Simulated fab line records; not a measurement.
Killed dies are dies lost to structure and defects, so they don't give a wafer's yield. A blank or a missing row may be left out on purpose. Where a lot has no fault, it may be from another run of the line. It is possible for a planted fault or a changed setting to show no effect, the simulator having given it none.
fab line records / flow sky130
[record] lots = 15 wafers = 44 last-day = 51
route steps=708 shown NWELL@62 PAD_OPEN@708
lots that met no fault: from a run of the same line without faults
start-h: the number of hours between the record's first day and the start of the first shown wafer of the lot / wait-h: hours elapsed since this lot's preceding step / " same as the row above / L1.1+2: a single row standing in for several wafers / - no value, or no start given / * or withheld: withheld / < > ~ a bound
route shown NAME@n: names a module that has steps shown in the file, with the first one's number in the route / usual: mean/standard deviation of fault-free wafers / same: alike in all rows / chamber/n: place in a boat / sites: each site's reading / _std_site: their standard deviation / _edge_site: inner sites' mean taken away from outer sites' mean / radius-mm: how far each site lies from the wafer's centre / mask NAME#n: copy n / behind: the tool/chamber that last shaped the wafer / hold: reason for holding the lot/hours on hold/outcome of the hold / device: the transistor (n, p or np) that didn't switch / end of line: the tests these same wafers got at the end of their route / for a step that has no rows: nothing shown but its recipe / killed: not the wafer's yield, but the dies lost to structure and defects at the first sort / map: dies across one wafer; x = killed, . = not, _ = none there
set.NAME: the run value of the setting; set.NAME@STEP: its run value at that earlier step / model.NAME: the simulator's own value behind a step, which no gauge read
route steps across a sampled set of lots; one table per step, one row per wafer
[[steps]]
[step SKY_NWELL_DEVELOP_09]
[recipe] wall-angle-deg = 90 developer = TMAH develop-time-s = 60 dev-temp-c = 23
lot.wafer=L149.2+5+6 tool=litho-track-04 chamber=0 start-h=88 wait-h=-
lot.wafer=L151.1+5+6 tool=litho-track-03 chamber=0 start-h=98 wait-h=-
lot.wafer=L150.1+3+5 tool=litho-track-03 chamber=0 start-h=100 wait-h=-
lot.wafer=L152.3+5+6 tool=litho-track-01 chamber=0 start-h=106 wait-h=-
lot.wafer=L153.1+4+5 tool=litho-track-01 chamber=0 start-h=113 wait-h=-
lot.wafer=L154.1+2+3 tool=litho-track-03 chamber=0 start-h=117 wait-h=-
lot.wafer=L155.1+3+4 tool=litho-track-04 chamber=0 start-h=122 wait-h=-
lot.wafer=L156.1+2+3 tool=litho-track-04 chamber=0 start-h=132 wait-h=-
lot.wafer=L157.1+2+3 tool=litho-track-01 chamber=0 start-h=134 wait-h=-
lot.wafer=L158.1+5+6 tool=litho-track-01 chamber=0 start-h=141 wait-h=-
lot.wafer=L163.1+4 tool=litho-track-03 chamber=0 start-h=172 wait-h=-
lot.wafer=L169.2+3+6 tool=litho-track-03 chamber=0 start-h=205 wait-h=-
lot.wafer=L170.2+3+6 tool=litho-track-03 chamber=0 start-h=214 wait-h=-
lot.wafer=L171.4+5+6 tool=litho-track-01 chamber=0 start-h=219 wait-h=-
lot.wafer=L172.1+3+5 tool=litho-track-01 chamber=0 start-h=224 wait-h=-
[step SKY_NWELL_OVL_MEAS_10]
[usual] NWELL_00_OVL = 0.8/1.2
lot.wafer=L149.2 tool=overlay-01 chamber=- start-h=88.78 wait-h=- NWELL_00_OVL[nm]=0.1
lot.wafer=L149.5 tool=overlay-01 chamber=- start-h=88.78 wait-h=- NWELL_00_OVL[nm]=2.8
lot.wafer=L149.6 tool=overlay-01 chamber=- start-h=88.78 wait-h=- NWELL_00_OVL[nm]=2.5
lot.wafer=L151.1 tool=overlay-01 chamber=- start-h=98.74 wait-h=- NWELL_00_OVL[nm]=0.0
lot.wafer=L151.5 tool=overlay-01 chamber=- start-h=98.74 wait-h=- NWELL_00_OVL[nm]=0.7
lot.wafer=L151.6 tool=overlay-01 chamber=- start-h=98.74 wait-h=- NWELL_00_OVL[nm]=0.1
lot.wafer=L150.1 tool=overlay-02 chamber=- start-h=100.59 wait-h=- NWELL_00_OVL[nm]=0.5
lot.wafer=L150.3 tool=overlay-02 chamber=- start-h=100.59 wait-h=- NWELL_00_OVL[nm]=0.7
lot.wafer=L150.5 tool=overlay-02 chamber=- start-h=100.59 wait-h=- NWELL_00_OVL[nm]=-0.6
lot.wafer=L152.3 tool=overlay-01 chamber=- start-h=106.72 wait-h=- NWELL_00_OVL[nm]=-0.5
lot.wafer=L152.5 tool=overlay-01 chamber=- start-h=106.72 wait-h=- NWELL_00_OVL[nm]=-0.5
lot.wafer=L152.6 tool=overlay-01 chamber=- start-h=106.72 wait-h=- NWELL_00_OVL[nm]=0.8
lot.wafer=L153.1 tool=overlay-01 chamber=- start-h=113.81 wait-h=- NWELL_00_OVL[nm]=0.8
lot.wafer=L153.4 tool=overlay-01 chamber=- start-h=113.81 wait-h=- NWELL_00_OVL[nm]=1.7
lot.wafer=L153.5 tool=overlay-01 chamber=- start-h=113.81 wait-h=- NWELL_00_OVL[nm]=-1.7
lot.wafer=L154.1 tool=overlay-01 chamber=- start-h=117.19 wait-h=- NWELL_00_OVL[nm]=0.6
lot.wafer=L154.2 tool=overlay-01 chamber=- start-h=117.19 wait-h=- NWELL_00_OVL[nm]=-0.6
lot.wafer=L154.3 tool=overlay-01 chamber=- start-h=117.19 wait-h=- NWELL_00_OVL[nm]=-0.1
lot.wafer=L155.1 tool=overlay-02 chamber=- start-h=122.77 wait-h=- NWELL_00_OVL[nm]=0.5
lot.wafer=L155.3 tool=overlay-02 chamber=- start-h=122.77 wait-h=- NWELL_00_OVL[nm]=-0.3
lot.wafer=L155.4 tool=overlay-02 chamber=- start-h=122.77 wait-h=- NWELL_00_OVL[nm]=0.9
lot.wafer=L156.1 tool=overlay-02 chamber=- start-h=132.27 wait-h=- NWELL_00_OVL[nm]=-1.2
lot.wafer=L156.2 tool=overlay-02 chamber=- start-h=132.27 wait-h=- NWELL_00_OVL[nm]=-0.9
lot.wafer=L156.3 tool=overlay-02 chamber=- start-h=132.27 wait-h=- NWELL_00_OVL[nm]=-0.1
lot.wafer=L157.1 tool=overlay-02 chamber=- start-h=134.96 wait-h=- NWELL_00_OVL[nm]=-1.0
lot.wafer=L157.2 tool=overlay-02 chamber=- start-h=134.96 wait-h=- NWELL_00_OVL[nm]=0.8
lot.wafer=L157.3 tool=overlay-02 chamber=- start-h=134.96 wait-h=- NWELL_00_OVL[nm]=0.4
lot.wafer=L158.1 tool=overlay-01 chamber=- start-h=141.36 wait-h=- NWELL_00_OVL[nm]=1.1
lot.wafer=L158.5 tool=overlay-01 chamber=- start-h=141.36 wait-h=- NWELL_00_OVL[nm]=-0.4
lot.wafer=L158.6 tool=overlay-01 chamber=- start-h=141.36 wait-h=- NWELL_00_OVL[nm]=0.2
lot.wafer=L163.1 tool=overlay-01 chamber=- start-h=172.39 wait-h=- NWELL_00_OVL[nm]=-
lot.wafer=L163.4 tool=overlay-01 chamber=- start-h=172.39 wait-h=- NWELL_00_OVL[nm]=0.5
lot.wafer=L169.2 tool=overlay-01 chamber=- start-h=205.95 wait-h=- NWELL_00_OVL[nm]=4.6
lot.wafer=L169.3 tool=overlay-01 chamber=- start-h=205.95 wait-h=- NWELL_00_OVL[nm]=-
lot.wafer=L169.6 tool=overlay-01 chamber=- start-h=205.95 wait-h=- NWELL_00_OVL[nm]=1.5
lot.wafer=L170.2 tool=overlay-02 chamber=- start-h=215.05 wait-h=- NWELL_00_OVL[nm]=1.2
lot.wafer=L170.3 tool=overlay-02 chamber=- start-h=215.05 wait-h=- NWELL_00_OVL[nm]=-
lot.wafer=L170.6 tool=overlay-02 chamber=- start-h=215.05 wait-h=- NWELL_00_OVL[nm]=0.1
lot.wafer=L171.4 tool=overlay-01 chamber=- start-h=219.48 wait-h=- NWELL_00_OVL[nm]=0.7
lot.wafer=L171.5 tool=overlay-01 chamber=- start-h=219.48 wait-h=- NWELL_00_OVL[nm]=-1.1
lot.wafer=L171.6 tool=overlay-01 chamber=- start-h=219.48 wait-h=- NWELL_00_OVL[nm]=-0.4
lot.wafer=L172.1 tool=overlay-02 chamber=- start-h=225.11 wait-h=- NWELL_00_OVL[nm]=2.7
lot.wafer=L172.3 tool=overlay-02 chamber=- start-h=225.11 wait-h=- NWELL_00_OVL[nm]=1.2
lot.wafer=L172.5 tool=overlay-02 chamber=- start-h=225.11 wait-h=- NWELL_00_OVL[nm]=0.4
[step SKY_NWELL_TW_MEAS_15]
[usual] NWELL_TW = 1829/21
lot.wafer=L149.2 tool=film-metro-04 chamber=- start-h=89.37 wait-h=0.1 NWELL_TW=1812
lot.wafer=L149.5 tool=film-metro-04 chamber=- start-h=89.37 wait-h=0.1 NWELL_TW=1810
lot.wafer=L149.6 tool=film-metro-04 chamber=- start-h=89.37 wait-h=0.1 NWELL_TW=1816
lot.wafer=L151.1 tool=film-metro-04 chamber=- start-h=99.33 wait-h=0.1 NWELL_TW=1818
lot.wafer=L151.5 tool=film-metro-04 chamber=- start-h=99.33 wait-h=0.1 NWELL_TW=1801
lot.wafer=L151.6 tool=film-metro-04 chamber=- start-h=99.33 wait-h=0.1 NWELL_TW=1795
lot.wafer=L150.1 tool=film-metro-04 chamber=- start-h=101.18 wait-h=0.1 NWELL_TW=1805
lot.wafer=L150.3 tool=film-metro-04 chamber=- start-h=101.18 wait-h=0.1 NWELL_TW=1811
lot.wafer=L150.5 tool=film-metro-04 chamber=- start-h=101.18 wait-h=0.1 NWELL_TW=1809
lot.wafer=L152.3 tool=film-metro-01 chamber=- start-h=107.32 wait-h=0.1 NWELL_TW=1811
lot.wafer=L152.5 tool=film-metro-01 chamber=- start-h=107.32 wait-h=0.1 NWELL_TW=1803
lot.wafer=L152.6 tool=film-metro-01 chamber=- start-h=107.32 wait-h=0.1 NWELL_TW=1800
lot.wafer=L153.1 tool=film-metro-01 chamber=- start-h=114.40 wait-h=0.1 NWELL_TW=1797
lot.wafer=L153.4 tool=film-metro-01 chamber=- start-h=114.40 wait-h=0.1 NWELL_TW=1797
lot.wafer=L153.5 tool=film-metro-01 chamber=- start-h=114.40 wait-h=0.1 NWELL_TW=1793
lot.wafer=L154.1 tool=film-metro-02 chamber=- start-h=117.78 wait-h=0.1 NWELL_TW=1845
lot.wafer=L154.2 tool=film-metro-02 chamber=- start-h=117.78 wait-h=0.1 NWELL_TW=1833
lot.wafer=L154.3 tool=film-metro-02 chamber=- start-h=117.78 wait-h=0.1 NWELL_TW=1836
lot.wafer=L155.1 tool=film-metro-02 chamber=- start-h=123.36 wait-h=0.1 NWELL_TW=1845
lot.wafer=L155.3 tool=film-metro-02 chamber=- start-h=123.36 wait-h=0.1 NWELL_TW=1842
lot.wafer=L155.4 tool=film-metro-02 chamber=- start-h=123.36 wait-h=0.1 NWELL_TW=1832
lot.wafer=L156.1 tool=film-metro-02 chamber=- start-h=132.86 wait-h=0.1 NWELL_TW=1835
lot.wafer=L156.2 tool=film-metro-02 chamber=- start-h=132.86 wait-h=0.1 NWELL_TW=1838
lot.wafer=L156.3 tool=film-metro-02 chamber=- start-h=132.86 wait-h=0.1 NWELL_TW=1855
lot.wafer=L157.1 tool=film-metro-02 chamber=- start-h=135.55 wait-h=0.1 NWELL_TW=1846
lot.wafer=L157.2 tool=film-metro-02 chamber=- start-h=135.55 wait-h=0.1 NWELL_TW=1841
lot.wafer=L157.3 tool=film-metro-02 chamber=- start-h=135.55 wait-h=0.1 NWELL_TW=1840
lot.wafer=L158.1 tool=film-metro-01 chamber=- start-h=141.95 wait-h=0.1 NWELL_TW=1818
lot.wafer=L158.5 tool=film-metro-01 chamber=- start-h=141.95 wait-h=0.1 NWELL_TW=1813
lot.wafer=L158.6 tool=film-metro-01 chamber=- start-h=141.95 wait-h=0.1 NWELL_TW=1813
lot.wafer=L163.1 tool=film-metro-02 chamber=- start-h=172.98 wait-h=0.1 NWELL_TW=141
lot.wafer=L163.4 tool=film-metro-02 chamber=- start-h=172.98 wait-h=0.1 NWELL_TW=1840
lot.wafer=L169.2 tool=film-metro-02 chamber=- start-h=206.54 wait-h=0.1 NWELL_TW=1851
lot.wafer=L169.3 tool=film-metro-02 chamber=- start-h=206.54 wait-h=0.1 NWELL_TW=116
lot.wafer=L169.6 tool=film-metro-02 chamber=- start-h=206.54 wait-h=0.1 NWELL_TW=1851
lot.wafer=L170.2 tool=film-metro-02 chamber=- start-h=215.64 wait-h=0.1 NWELL_TW=1835
lot.wafer=L170.3 tool=film-metro-02 chamber=- start-h=215.64 wait-h=0.1 NWELL_TW=121
lot.wafer=L170.6 tool=film-metro-02 chamber=- start-h=215.64 wait-h=0.1 NWELL_TW=1849
lot.wafer=L171.4 tool=film-metro-02 chamber=- start-h=220.08 wait-h=0.1 NWELL_TW=1847
lot.wafer=L171.5 tool=film-metro-02 chamber=- start-h=220.08 wait-h=0.1 NWELL_TW=1847
lot.wafer=L171.6 tool=film-metro-02 chamber=- start-h=220.08 wait-h=0.1 NWELL_TW=1854
lot.wafer=L172.1 tool=film-metro-01 chamber=- start-h=225.70 wait-h=0.1 NWELL_TW=1806
lot.wafer=L172.3 tool=film-metro-01 chamber=- start-h=225.70 wait-h=0.1 NWELL_TW=1811
lot.wafer=L172.5 tool=film-metro-01 chamber=- start-h=225.70 wait-h=0.1 NWELL_TW=1806
[step SKY_PAD_OPEN_PROBE_99]
[usual] killed_at_M0_to_M3 = 43/6.9 killed_at_M4_up = 3.2/1.6 killed-at-contacts = 25/5.1 killed-at-front-end = 16/4.5 killed-at-other = 0.3/0.68 killed-dies = 87/8.9 killed-on-rim = 16/3.6 killed-open = 48/6.9 killed-short = 39/6.3
[same] gross-dies = 492 killed-at-back-side = 0
lot.wafer=L163.1 tool=prober-02 chamber=- start-h=1179.69 wait-h=0.1 killed_at_M0_to_M3=41 killed_at_M4_up=3 killed-at-contacts=33 killed-at-front-end=415 killed-at-other=0 killed-dies=492 killed-on-rim=96 killed-open=59 killed-short=38
lot.wafer=L163.4 tool=prober-02 chamber=- start-h=1179.84 wait-h=0.2 killed_at_M0_to_M3=37 killed_at_M4_up=4 killed-at-contacts=31 killed-at-front-end=14 killed-at-other=0 killed-dies=86 killed-on-rim=15 killed-open=47 killed-short=39
lot.wafer=L169.2 tool=prober-01 chamber=- start-h=1204.54 wait-h=0.1 killed_at_M0_to_M3=31 killed_at_M4_up=3 killed-at-contacts=17 killed-at-front-end=17 killed-at-other=0 killed-dies=68 killed-on-rim=12 killed-open=30 killed-short=38
lot.wafer=L169.3 tool=prober-01 chamber=- start-h=1204.59 wait-h=0.2 killed_at_M0_to_M3=42 killed_at_M4_up=5 killed-at-contacts=30 killed-at-front-end=415 killed-at-other=0 killed-dies=492 killed-on-rim=96 killed-open=49 killed-short=49
lot.wafer=L169.6 tool=prober-01 chamber=- start-h=1204.74 wait-h=0.2 killed_at_M0_to_M3=36 killed_at_M4_up=4 killed-at-contacts=21 killed-at-front-end=19 killed-at-other=0 killed-dies=80 killed-on-rim=15 killed-open=37 killed-short=43
lot.wafer=L170.2 tool=prober-01 chamber=- start-h=1212.70 wait-h=0.1 killed_at_M0_to_M3=46 killed_at_M4_up=1 killed-at-contacts=23 killed-at-front-end=14 killed-at-other=2 killed-dies=86 killed-on-rim=14 killed-open=43 killed-short=43
lot.wafer=L170.3 tool=prober-01 chamber=- start-h=1212.75 wait-h=0.2 killed_at_M0_to_M3=50 killed_at_M4_up=2 killed-at-contacts=15 killed-at-front-end=423 killed-at-other=2 killed-dies=492 killed-on-rim=96 killed-open=49 killed-short=35
lot.wafer=L170.6 tool=prober-01 chamber=- start-h=1212.90 wait-h=0.2 killed_at_M0_to_M3=36 killed_at_M4_up=3 killed-at-contacts=28 killed-at-front-end=15 killed-at-other=2 killed-dies=84 killed-on-rim=16 killed-open=47 killed-short=37
// killed by level:class
L163.1 NWELL:area-develop=395 CONTACT:geometric-particle:open=15 VIA3:geometric-particle:open=8 VIA1:geometric-particle:open=8 LI_CONTACT:geometric-particle:open=7 VIA2:geometric-particle:open=6 FIELD_ISO:geometric-particle:open=5 POLY_GATE:geometric-particle:open=4
L163.4 CONTACT:geometric-particle:open=13 LI_CONTACT:geometric-particle:open=7 CONTACT:geometric-particle:short=6 VIA3:geometric-particle:open=6 VIA1:geometric-particle:open=6 METAL2:geometric-particle:short=5 POLY_GATE:geometric-particle:short=4 FIELD_ISO:geometric-particle:open=3
L169.2 POLY_GATE:geometric-particle:short=6 VIA1:geometric-particle:open=5 METAL2:geometric-particle:short=5 POLY_GATE:geometric-particle:open=4 CONTACT:geometric-particle:short=4 CONTACT:geometric-particle:open=4 VIA2:geometric-particle:open=4 LI_CONTACT:geometric-particle:open=3
L169.3 NWELL:area-develop=394 CONTACT:geometric-particle:open=14 FIELD_ISO:geometric-particle:open=7 FIELD_ISO:geometric-particle:short=6 LI_CONTACT:geometric-particle:open=6 CONTACT:geometric-particle:short=6 METAL1:geometric-particle:short=6 VIA1:geometric-particle:open=6
L169.6 FIELD_ISO:geometric-particle:open=9 CONTACT:geometric-particle:open=6 VIA1:geometric-particle:short=5 VIA3:geometric-particle:open=5 FIELD_ISO:geometric-particle:short=4 LOCAL_INTERCONNECT:geometric-particle:short=4 CONTACT:geometric-particle:short=4 METAL1:geometric-particle:short=4
L170.2 VIA1:geometric-particle:open=8 CONTACT:geometric-particle:open=8 LI_CONTACT:geometric-particle:open=7 FIELD_ISO:geometric-particle:open=6 CONTACT:geometric-particle:short=6 VIA2:geometric-particle:open=6 VIA1:geometric-particle:short=5 METAL1:geometric-particle:short=5
L170.3 NWELL:area-develop=407 VIA1:geometric-particle:open=13 METAL2:geometric-particle:short=10 VIA3:geometric-particle:open=9 VIA2:geometric-particle:open=6 FIELD_ISO:geometric-particle:short=4 LI_CONTACT:geometric-particle:open=4 CONTACT:geometric-particle:open=4
L170.6 CONTACT:geometric-particle:open=9 VIA1:geometric-particle:open=9 VIA3:geometric-particle:open=7 FIELD_ISO:geometric-particle:open=6 CONTACT:geometric-particle:short=6 VIA1:geometric-particle:short=6 VIA2:geometric-particle:open=4 LI_CONTACT:geometric-particle:short=4
[[key]]
[first-sign] step = SKY_NWELL_OVL_MEAS_10 reading = NWELL_00_OVL direction = missing
[effect] step = SKY_NWELL_TW_MEAS_15 reading = NWELL_TW direction = down sigmas = 83 usual = 1829 struck = 126
[effect] step = SKY_PAD_OPEN_PROBE_99 reading = killed-at-front-end direction = up sigmas = 90 usual = 16 struck = 418
[more-kills-born-at] SKY_NWELL_DEVELOP_09@litho-track-03 = 1196
met-at SKY_NWELL_DEVELOP_09
struck-lots L163,L169,L170
struck-wafers L163.1,L169.3,L170.3
tester-left-out L163,L169,L170
onset-between 117 172
[fault] kind = process-parameter-drift tool = litho-track-03 chamber = - onset-h = 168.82 steps = SKY_NWELL_DEVELOP_09 channel = develop-time-s offset = * shape = step end-h = 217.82 scope = struck-wafers-only acts-in = * stated = *
// tester-left-out: of these lots the tester's yield and bins aren't shown, on N5 and GAA mostly nor the transistor test; their killed dies are dies lost to structure and defects alone, not to doping, threshold or leakage, so they don't give the yield
